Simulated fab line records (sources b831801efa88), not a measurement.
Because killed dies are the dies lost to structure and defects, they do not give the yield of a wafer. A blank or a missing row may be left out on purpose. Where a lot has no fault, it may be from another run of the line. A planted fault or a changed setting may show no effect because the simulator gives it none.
Chamber matching || flow sky130 || 4 sister chambers for SKY_VIA1_CMP_02 on cmp-01
The step polishes SiO2. 4 wafers are shown with their chamber, then 11 later ones without.

## EACH WAFER AND ITS CHAMBER
{"wafer": "L089.1", "chamber": 2, "motorCurrentA (A)": 10.7}
{"wafer": "L089.2", "chamber": 3, "motorCurrentA (A)": 15.3}
{"wafer": "L089.3", "chamber": 0, "motorCurrentA (A)": 12.4}
{"wafer": "L091.2", "chamber": 1, "motorCurrentA (A)": 11.9}

## WAFERS WITHOUT THEIR CHAMBER
{"wafer": "L091.3", "motorCurrentA (A)": 10.7}
{"wafer": "L091.4", "motorCurrentA (A)": 15.4}
{"wafer": "L093.2", "motorCurrentA (A)": 15.9}
{"wafer": "L093.5", "motorCurrentA (A)": 10.8}
{"wafer": "L093.6", "motorCurrentA (A)": 11.5}
{"wafer": "L095.1", "motorCurrentA (A)": 12.3}
{"wafer": "L095.4", "motorCurrentA (A)": 10.5}
{"wafer": "L095.5", "motorCurrentA (A)": 10.9}
{"wafer": "L097.3", "motorCurrentA (A)": 11.1}
{"wafer": "L097.5", "motorCurrentA (A)": 14.9}
{"wafer": "L097.6", "motorCurrentA (A)": 12.4}

## WHICH CHAMBER EACH WENT THROUGH
{"wafer": "L091.3", "from the rows above": 2, "in truth": 2}
{"wafer": "L091.4", "from the rows above": 3, "in truth": 3}
{"wafer": "L093.2", "from the rows above": 3, "in truth": 3}
{"wafer": "L093.5", "from the rows above": 2, "in truth": 2}
{"wafer": "L093.6", "from the rows above": "can't be placed: 1 or 2 or 0", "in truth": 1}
{"wafer": "L095.1", "from the rows above": "can't be placed: 0 or 1", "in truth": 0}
{"wafer": "L095.4", "from the rows above": 2, "in truth": 2}
{"wafer": "L095.5", "from the rows above": 2, "in truth": 2}
{"wafer": "L097.3", "from the rows above": "can't be placed: 2 or 1", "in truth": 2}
{"wafer": "L097.5", "from the rows above": 3, "in truth": 3}
{"wafer": "L097.6", "from the rows above": "can't be placed: 0 or 1", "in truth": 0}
7 of 11 placed correctly. Not placeable from these rows: 4 (in 4, the candidates include the true chamber). 0 placed wrongly.
How it was worked out, from the rows above alone: a wafer's distance from a chamber is the root of the sum, over the readings, of the square of ((its reading less the chamber's mean) divided by the reading's scatter). The wafer belongs to the nearest chamber; if the next one is less than 2 further off, it can't be placed. The mean given for a chamber averages the wafers shown for that chamber. The scatter: root of mean squared gap, hidden wafer to nearest shown wafer, with one shown wafer a chamber.
